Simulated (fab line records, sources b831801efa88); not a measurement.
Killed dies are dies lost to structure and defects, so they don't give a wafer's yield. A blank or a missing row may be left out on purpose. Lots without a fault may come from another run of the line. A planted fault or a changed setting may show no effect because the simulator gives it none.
One fault seen from 2 desks | flow sky130 | each desk has only its own numbers; what lay behind them comes last

THE TOOL OWNER'S DESK: wet_bench-04
The tool's own readings at SKY_SONOS_ONO_WET_ETCH_18 (etches Si3N4 in H3PO4, target depth 15 nm, time 172 s): means of the sampled wafers that have a number, for each lot that ran on this tool. A lot is out of limits, marked OUT, if its mean lies more than 4 standard deviations from the usual mean; the brackets give that distance.
Columns: A = bath_guard_temp_C at SKY_SONOS_ONO_WET_ETCH_18, usual 159.7 C; B = bath_heat_duty_pct at SKY_SONOS_ONO_WET_ETCH_18, usual 27 %
lot  | first seen here | A     | B
L587 | day 13 07:02    | 160.2 | 24
L589 | day 13 23:30    | 160.5 | 27
L590 | day 14 00:35    | 160.5 | 27
L604 | day 19 20:56    | 160.0 | 26
L608 | day 20 23:24    | 159.7 | 31
This desk's finding: nothing out of limits on any of the 5 lots.

THE METROLOGY DESK
What the gauges read, lot by lot, whatever tool the lot ran on: means of the sampled wafers that have a number. A lot is out of limits, marked OUT, if its mean lies more than 4 standard deviations from the usual mean; the brackets give that distance.
Columns: A = cd_nm at SKY_VT_ADJUST_HVTR_CD_MEAS_07, usual 380.0 nm; B = POLY_GATE_TW at SKY_RES_PROTECT_TW_MEAS_08, usual 4007; C = POLY_GATE_OXIDATION_THK at SKY_POLY_GATE_THK_MEAS_21, usual 4.00 nm
lot  | first seen here | A     | B    | C
L585 | day 9 09:53     | 379.9 | 3995 | 4.07
L587 | day 9 22:43     | 380.7 | 3994 | 4.00
L588 | day 10 13:51    | 379.0 | 3971 | 3.97
L589 | day 10 16:53    | 377.4 | 4038 | 4.06
L590 | day 10 19:04    | 377.9 | 3946 | 3.84
L591 | day 11 15:22    | 382.6 | 4032 | 4.06
L593 | day 11 18:40    | 383.0 | 4042 | 4.05
L598 | day 13 16:08    | 378.6 | 3985 | 4.02
L599 | day 13 16:43    | 378.8 | 3986 | 4.00
L602 | day 14 20:01    | 380.4 | 4056 | 4.04
L603 | day 15 01:29    | 383.7 | 3992 | 4.01
L604 | day 15 20:41    | 382.7 | 4000 | 3.88
L607 | day 16 01:46    | 380.3 | 3955 | 3.94
L608 | day 17 00:17    | 380.2 | 3978 | 3.94
This desk's finding: nothing out of limits on any of the 14 lots.

PUT TOGETHER
The tool owner's desk saw nothing out of limits.
The metrology desk saw nothing out of limits.

WHAT THE SIMULATOR HAD PUT IN
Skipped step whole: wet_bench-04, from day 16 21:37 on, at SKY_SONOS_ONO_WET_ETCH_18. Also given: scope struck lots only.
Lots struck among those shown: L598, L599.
